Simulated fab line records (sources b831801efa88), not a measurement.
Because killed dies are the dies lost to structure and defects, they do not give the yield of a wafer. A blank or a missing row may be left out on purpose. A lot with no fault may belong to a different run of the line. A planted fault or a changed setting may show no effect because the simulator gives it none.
Check for tools in common + flow gf180mcu + Sampled: 13 lots, 45 wafers

== WHAT PROMPTED THE OPENING ==
Of 13 lots, 2 have the reading HV_LDD_TW flagged at GF_HV_LDD_TW_MEAS_11. Wafers without a fault read 2418, standard deviation 16.
Rule: a lot is flagged when every wafer of it that has a number lies more than 4 standard deviations from that mean, or none has a number. All remaining lots are regarded as sound.

| lot  | measured     | on           | HV_LDD_TW, wafer by wafer     | flag    |
|------|--------------|--------------|-------------------------------|---------|
| L729 | day 9 21:19  | filmMetro-03 | 2404 2419 2404                |         |
| L730 | day 10 07:20 | filmMetro-02 | 2414 2416 2415                |         |
| L736 | day 12 10:31 | filmMetro-04 | 2443 2443 2432                |         |
| L735 | day 12 19:16 | filmMetro-04 | 2440 2432 2442                |         |
| L737 | day 13 04:37 | filmMetro-02 | 2424 2432 2419                |         |
| L738 | day 13 11:00 | filmMetro-04 | 2418 2429 2425                |         |
| L739 | day 13 11:19 | filmMetro-02 | 2434 2427 2434                |         |
| L740 | day 13 18:26 | filmMetro-03 | 2419 2413 2422                |         |
| L741 | day 14 07:11 | filmMetro-03 | 2405 2400 2412                |         |
| L743 | day 14 14:13 | filmMetro-03 | 2398 2417 2408                |         |
| L744 | day 14 20:58 | filmMetro-04 | 1223 1219 1219 1227 1220 1217 | FLAGGED |
| L745 | day 15 05:56 | filmMetro-03 | 1168 1185 1151 1181 1184 1159 | FLAGGED |
| L752 | day 17 07:36 | filmMetro-02 | 2415 2404 2405                |         |
The mean of the flagged lots' numbers is 1196, -1222 from the usual (-76 standard deviations).

== WHICH TOOL EACH LOT WENT THROUGH ==
The record holds 1 process step before the reading, out of a route of 602 steps. Every cell lists first the tool, next ch and the chambers used by the sampled wafers, and last the start.
| lot  | flag    | GF_HV_LDD_IMPLANT_09            |
|------|---------|---------------------------------|
| L729 |         | implanter-04 ch 0, day 9 21:06  |
| L730 |         | implanter-02 ch 0, day 10 07:07 |
| L736 |         | implanter-03 ch 0, day 12 10:16 |
| L735 |         | implanter-03 ch 0, day 12 19:01 |
| L737 |         | implanter-04 ch 0, day 13 04:23 |
| L738 |         | implanter-03 ch 0, day 13 10:45 |
| L739 |         | implanter-02 ch 0, day 13 11:04 |
| L740 |         | implanter-03 ch 0, day 13 18:11 |
| L741 |         | implanter-03 ch 0, day 14 06:58 |
| L743 |         | implanter-02 ch 0, day 14 13:58 |
| L744 | FLAGGED | implanter-03 ch 0, day 14 20:43 |
| L745 | FLAGGED | implanter-03 ch 0, day 15 05:41 |
| L752 |         | implanter-04 ch 0, day 17 07:21 |
What the steps here do:
- GF_HV_LDD_IMPLANT_09
- GF_HV_LDD_TW_MEAS_11

== FLAGGED OVER TOTAL, TOOL BY TOOL (the gauges that took the reading come last) ==
| step                 | tool         | lots run | flagged | share of the flagged lots | sound lots run after its first flagged lot |
|----------------------|--------------|----------|---------|---------------------------|--------------------------------------------|
| GF_HV_LDD_IMPLANT_09 | implanter-02 | 3        | 0       | none                      | -                                          |
| GF_HV_LDD_IMPLANT_09 | implanter-03 | 7        | 2       | all                       | 0                                          |
| GF_HV_LDD_IMPLANT_09 | implanter-04 | 3        | 0       | none                      | -                                          |
| GF_HV_LDD_TW_MEAS_11 | filmMetro-02 | 4        | 0       | none                      | -                                          |
| GF_HV_LDD_TW_MEAS_11 | filmMetro-03 | 5        | 1       | some                      | 0                                          |
| GF_HV_LDD_TW_MEAS_11 | filmMetro-04 | 4        | 1       | some                      | 0                                          |

== WHAT THE TABLE PERMITS ==
All flagged lots share 1 row of the table, namely implanter-03 at GF_HV_LDD_IMPLANT_09.
- implanter-03 at GF_HV_LDD_IMPLANT_09: 2 of its 7 lots flagged. Last sound lot L741 at day 14 06:58, first flagged lot L744 at day 14 20:43; a fault beginning in between fits. Its own readings (doseIonsCm2, faradayCurrentUA) fall more than 4 standard deviations out on all wafers of the flagged lots.
Just one tool remains: implanter-03 at GF_HV_LDD_IMPLANT_09.

== WHAT THE SIMULATOR PUT IN ==
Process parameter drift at GF_HV_LDD_IMPLANT_09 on implanter-03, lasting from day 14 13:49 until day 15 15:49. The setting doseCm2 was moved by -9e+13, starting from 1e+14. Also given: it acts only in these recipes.
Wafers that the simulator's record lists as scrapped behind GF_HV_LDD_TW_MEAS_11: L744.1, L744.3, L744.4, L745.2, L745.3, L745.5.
Lots struck among those shown: L744, L745. The rule given above showed the same thing.
